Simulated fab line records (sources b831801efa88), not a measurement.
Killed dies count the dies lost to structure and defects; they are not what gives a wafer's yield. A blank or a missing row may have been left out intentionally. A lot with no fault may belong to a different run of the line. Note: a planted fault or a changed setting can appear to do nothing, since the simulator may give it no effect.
A single fault, viewed from 2 desks + flow sfq line + every desk sees just its own numbers, and what lay behind them comes last

DESK OF THE TOOL OWNER: litho track-03
The tool's own readings at SFQ_TRILAYER_I3_VIA_LITHO_COAT_090 (resist thk 62 nm): means of the sampled wafers that have a number, for each lot that ran on this tool. A lot is out of limits, marked OUT, if its mean lies more than 4 standard deviations from the usual mean; the brackets give that distance.
Columns: A = exhaust pa at SFQ_TRILAYER_I3_VIA_LITHO_COAT_090, usual 44.9 Pa
| lot  | first seen here | A    |
|------|-----------------|------|
| L359 | day 41 17:02    | 45.9 |
| L361 | day 42 02:47    | 45.4 |
| L372 | day 50 18:53    | 45.2 |
| L374 | day 51 02:52    | 45.7 |
This desk's verdict: no lot among the 4 shows anything out of limits.

THE METROLOGY DESK
Lot by lot, what the gauges showed, no matter which tool ran the lot: averages of those sampled wafers that carry a number. A lot is out of limits, marked OUT, if its mean lies more than 4 standard deviations from the usual mean; the brackets give that distance.
Columns: A = M3_OVL at SFQ_M3_OVL_MEAS_921, usual -4 nm; B = I3_BOW at SFQ_I3_BOW_MEAS_922, usual 3 um; C = I3_OVL at SFQ_I3_OVL_MEAS_923, usual -2 nm
| lot  | first seen here | A   | B  | C   |
|------|-----------------|-----|----|-----|
| L359 | day 41 11:38    | -2  | 7  | -1  |
| L361 | day 41 21:20    | -9  | -1 | 0   |
| L362 | day 41 22:33    | -0  | 6  | 1   |
| L371 | day 50 10:24    | -15 | -5 | -4  |
| L372 | day 50 12:48    | 0   | 1  | -12 |
| L374 | day 50 17:12    | -0  | 12 | -9  |
This desk's verdict: no lot among the 6 shows anything out of limits.

ALL TOGETHER
The desk of the tool owner found nothing out of limits.
Nothing out of limits was seen by the metrology desk.

WHAT HAD BEEN PUT IN BY THE SIMULATOR
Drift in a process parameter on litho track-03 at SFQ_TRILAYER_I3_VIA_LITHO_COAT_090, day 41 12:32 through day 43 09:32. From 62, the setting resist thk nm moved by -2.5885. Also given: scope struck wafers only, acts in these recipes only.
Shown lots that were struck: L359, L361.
